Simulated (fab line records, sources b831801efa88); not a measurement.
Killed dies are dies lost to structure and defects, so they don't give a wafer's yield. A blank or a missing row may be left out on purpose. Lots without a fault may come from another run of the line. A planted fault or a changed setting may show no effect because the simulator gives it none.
A struck lot beside a sound one | flow sky130 | 22 steps out of a route of 708
Sound: wafers L573.4, L573.5, L573.6. Struck: wafers L570.2, L570.3, L570.5. The cause comes at the end.
At each step with rows: each side's tool, then ch and its chambers, then its first start. Under that, the readings that differ: sound wafers | struck wafers | difference of the means | sigmas: that difference in standard deviations of wafers without a fault.
alike: readings whose means differ by less than 2 such deviations, and words and numbers that are the same on both sides. not compared: withheld readings, readings that some wafer has no value for, bounds like >300 that may hide the same value, and numbers for which the record gives no deviation and whose values overlap.
The two part at a step that has a row with sigmas, a row that says differs or no value, or rows on one side only. Numbers that don't overlap but have no deviation are shown without sigmas and don't part them. A reading that every wafer of one side lacks parts them only if that side has two wafers or more.

SKY_VIA4_RS_MEAS_19: measures by four-point-probe.
  sound on film_metro-03, day 47 09:14; struck on film_metro-03, day 46 13:13
  reading            | sound                | struck               | difference | sigmas
  VIA4_W_RS (ohm/sq) | 0.2220 0.2227 0.2221 | 0.2260 0.2283 0.2299 | +0.0058    | +3
SKY_VIA4_THK_MEAS_20: measures by xrf.
  sound on film_metro-03, day 47 09:19; struck on film_metro-03, day 46 13:20
  alike: VIA4_W_THK
then, 1 step without rows for these wafers: SKY_VIA4_CMP_21 (polishes, stops on SiO2, t overpolish 25 s, target thk 0 nm).
SKY_METAL5_SPUTTER_00: material Ti, target thk 15 nm, time 10 s.
  sound on pvd_sputter-01, day 47 09:55; struck on pvd_sputter-01, day 46 13:41
  alike: throttle_valve_pct
SKY_METAL5_SPUTTER_01: material TiN, target thk 20 nm, time 16.7 s.
  sound on pvd_sputter-01, day 47 09:56; struck on pvd_sputter-01, day 46 13:42
  alike: throttle_valve_pct
SKY_METAL5_SPUTTER_02: material AlCu, target thk 1150 nm, time 61.2 s.
  sound on pvd_sputter-01, day 47 09:58; struck on pvd_sputter-01, day 46 13:44
  alike: throttle_valve_pct
SKY_METAL5_SPUTTER_03: material Ti, target thk 5 nm, time 3.3 s.
  sound on pvd_sputter-01, day 47 10:01; struck on pvd_sputter-01, day 46 13:47
  alike: throttle_valve_pct
then, 1 step without rows for these wafers: SKY_METAL5_SPUTTER_04 (material TiN, target thk 70 nm, time 58.3 s).
SKY_METAL5_RS_MEAS_05: measures by four-point-probe.
  sound on film_metro-01, day 47 10:08; struck on film_metro-01, day 46 13:52
  alike: METAL5_ALCU_RS
SKY_METAL5_THK_MEAS_06: measures by xrf.
  sound on film_metro-01, day 47 10:14; struck on film_metro-01, day 46 13:59
  alike: METAL5_ALCU_THK
then, 2 steps without rows for these wafers: SKY_METAL5_DEHYDRATE_07 (time 60 s); SKY_METAL5_HMDS_08 (prime time 60 s).
SKY_METAL5_COAT_09: resist thk 1800 nm.
  sound on litho_track-03 ch 0, day 47 18:46; struck on litho_track-04 ch 0, day 46 23:37
  reading                                     | sound                | struck               | difference | sigmas
  spin_speed_rpm (rpm)                        | 2999.2 2998.9 3000.2 | 2806.8 2806.2 2803.1 | -194.1     | -92
  model.NOVOLAK_of_METAL5_COAT_09.thk_nm (nm) | 1806 1803 1800       | 1859 1862 1859       | +57        |
  alike: chill_plate_temp_C
then, 4 steps without rows for these wafers: SKY_METAL5_SOFTBAKE_10 (time 60 s); SKY_METAL5_EXPOSE_11 (exposes mask MM5, target cd 1600 nm); SKY_METAL5_PEB_12; SKY_METAL5_DEVELOP_13 (develop time 60 s).
SKY_METAL5_DESCUM_14: chemistry O2, time 11 s.
  sound on rie_metal-03 ch 0,1, day 48 04:32; struck on rie_metal-04 ch 0,1, day 47 09:51
  alike: drypump_motor_current_A, oes_product_au
  not compared: rf_hours_counter_h
SKY_METAL5_METAL_ETCH_15: etches the open film in Cl2/BCl3, stops on SiO2, target depth 1260 nm, time 252 s.
  sound on rie_metal-03 ch 0,1, day 48 04:39; struck on rie_metal-04 ch 0,1, day 47 09:53
  reading                                     | sound          | struck         | difference | sigmas
  model.NOVOLAK_of_METAL5_COAT_09.thk_nm (nm) | 1045 1036 1042 | 1082 1093 1083 | +45        |
  alike: drypump_motor_current_A, mfc_cl2_sccm, oes_product_au, throttle_valve_pct
  not compared: rf_hours_counter_h
SKY_METAL5_STRIP_16: strips in O2/N2.
  sound on plasma_asher-03 ch 0,1, day 48 04:50; struck on plasma_asher-04 ch 0,1, day 47 10:07
  reading                      | sound             | struck            | difference | sigmas
  strip_time_to_endpoint_s (s) | 13.18 13.07 13.16 | 13.59 13.72 13.60 | +0.50      | +6
  alike: drypump_motor_current_A, oes_product_au
  not compared: rf_hours_counter_h
then, 1 step without rows for these wafers: SKY_METAL5_STRIP_17 (strips in post etch residue remover, time 1200 s).
SKY_PAD_OPEN_PROBE_99:
  the record has rows for the struck wafers here (prober-02, day 49 02:56) and none for the sound ones

WHERE THEY PART
First at SKY_VIA4_RS_MEAS_19; last, within this record, at SKY_PAD_OPEN_PROBE_99.

WHY: what the simulator had put in
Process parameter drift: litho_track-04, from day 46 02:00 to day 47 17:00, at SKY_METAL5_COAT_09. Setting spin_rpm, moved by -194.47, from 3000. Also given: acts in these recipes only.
